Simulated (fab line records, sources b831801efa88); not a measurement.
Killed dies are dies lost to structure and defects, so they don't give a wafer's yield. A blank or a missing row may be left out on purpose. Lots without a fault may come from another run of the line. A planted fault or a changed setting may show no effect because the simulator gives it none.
Tool commonality check | flow sky130 | 12 lots, 39 wafers sampled

WHY IT WAS OPENED
At SKY_GATE_OXIDE_TW_MEAS_14 the reading GATE_OXIDE_TW is flagged on 1 of 12 lots. Wafers without a fault read 225.4, standard deviation 1.8.
Rule: a lot is flagged when every wafer of it that has a number lies more than 4 standard deviations from that mean, or none has a number. The other lots count as sound.

lot  | measured     | on            | GATE_OXIDE_TW, wafer by wafer | flag
L671 | day 14 01:58 | film_metro-02 | 223.0 223.8 223.3             |
L672 | day 14 07:44 | film_metro-03 | 225.4 225.8 223.9             |
L674 | day 14 15:24 | film_metro-02 | 223.6 224.7 224.2             |
L675 | day 15 01:02 | film_metro-02 | 226.2 225.7 225.7             |
L679 | day 16 08:56 | film_metro-02 | 224.1 224.2 224.9             |
L680 | day 16 18:56 | film_metro-02 | 225.1 225.0 223.6             |
L681 | day 17 00:20 | film_metro-02 | 30.2 30.1 30.2 29.9 30.1 30.1 | FLAGGED
L690 | day 20 08:17 | film_metro-03 | 227.4 227.4 227.8             |
L691 | day 20 15:32 | film_metro-02 | 221.3 223.0 224.1             |
L692 | day 21 00:55 | film_metro-03 | 227.4 226.2 227.0             |
L693 | day 21 12:14 | film_metro-02 | 225.4 224.2 224.0             |
L694 | day 21 17:11 | film_metro-02 | 225.2 224.5 225.2             |
The numbers of the flagged lots are 30.1 on average: -195.3 against the usual, or -99 or more standard deviations.

WHICH TOOL RAN EACH LOT
The record holds 1 process step before the reading, out of a route of 708 steps. In each cell: the tool, then ch and the chambers that the sampled wafers went through, then the start.
lot  | flag    | SKY_GATE_OXIDE_EXPOSE_07
L671 |         | iline_stepper-02 ch 0, day 13 12:50
L672 |         | iline_stepper-01 ch 0, day 13 19:07
L674 |         | iline_stepper-02 ch 0, day 14 02:28
L675 |         | iline_stepper-02 ch 0, day 14 11:51
L679 |         | iline_stepper-02 ch 0, day 15 18:44
L680 |         | iline_stepper-01 ch 0, day 16 04:45
L681 | FLAGGED | iline_stepper-02 ch 0, day 16 10:16
L690 |         | iline_stepper-01 ch 0, day 19 16:23
L691 |         | iline_stepper-01 ch 0, day 19 23:31
L692 |         | iline_stepper-02 ch 0, day 20 09:52
L693 |         | iline_stepper-02 ch 0, day 20 20:31
L694 |         | iline_stepper-02 ch 0, day 21 01:48
What these steps do:
- SKY_GATE_OXIDE_EXPOSE_07: exposes mask LVOM, target cd 600 nm.
- SKY_GATE_OXIDE_TW_MEAS_14

FLAGGED OVER TOTAL, TOOL BY TOOL (the gauges that took the reading come last)
step                      | tool             | lots run | flagged | share of the flagged lots | sound lots run after its first flagged lot
SKY_GATE_OXIDE_EXPOSE_07  | iline_stepper-01 | 4        | 0       | none                      | -
SKY_GATE_OXIDE_EXPOSE_07  | iline_stepper-02 | 8        | 1       | all                       | 3 (L692,L693,L694)
SKY_GATE_OXIDE_TW_MEAS_14 | film_metro-02    | 9        | 1       | all                       | 3 (L691,L693,L694)
SKY_GATE_OXIDE_TW_MEAS_14 | film_metro-03    | 3        | 0       | none                      | -

WHAT THE TABLE ALLOWS
2 rows of the table ran every flagged lot: iline_stepper-02 at SKY_GATE_OXIDE_EXPOSE_07, film_metro-02 at SKY_GATE_OXIDE_TW_MEAS_14.
- iline_stepper-02 at SKY_GATE_OXIDE_EXPOSE_07: 1 of its 8 lots flagged. Sound lots ran on it after the first flagged one (L692, L693, L694), which a lasting fault on the whole tool wouldn't allow.
- film_metro-02 at SKY_GATE_OXIDE_TW_MEAS_14: 1 of its 9 lots flagged. Sound lots ran on it after the first flagged one (L691, L693, L694), which a lasting fault on the whole tool wouldn't allow.
No row of the table ran every flagged lot and no sound lot after the first.

WHAT THE SIMULATOR HAD PUT IN
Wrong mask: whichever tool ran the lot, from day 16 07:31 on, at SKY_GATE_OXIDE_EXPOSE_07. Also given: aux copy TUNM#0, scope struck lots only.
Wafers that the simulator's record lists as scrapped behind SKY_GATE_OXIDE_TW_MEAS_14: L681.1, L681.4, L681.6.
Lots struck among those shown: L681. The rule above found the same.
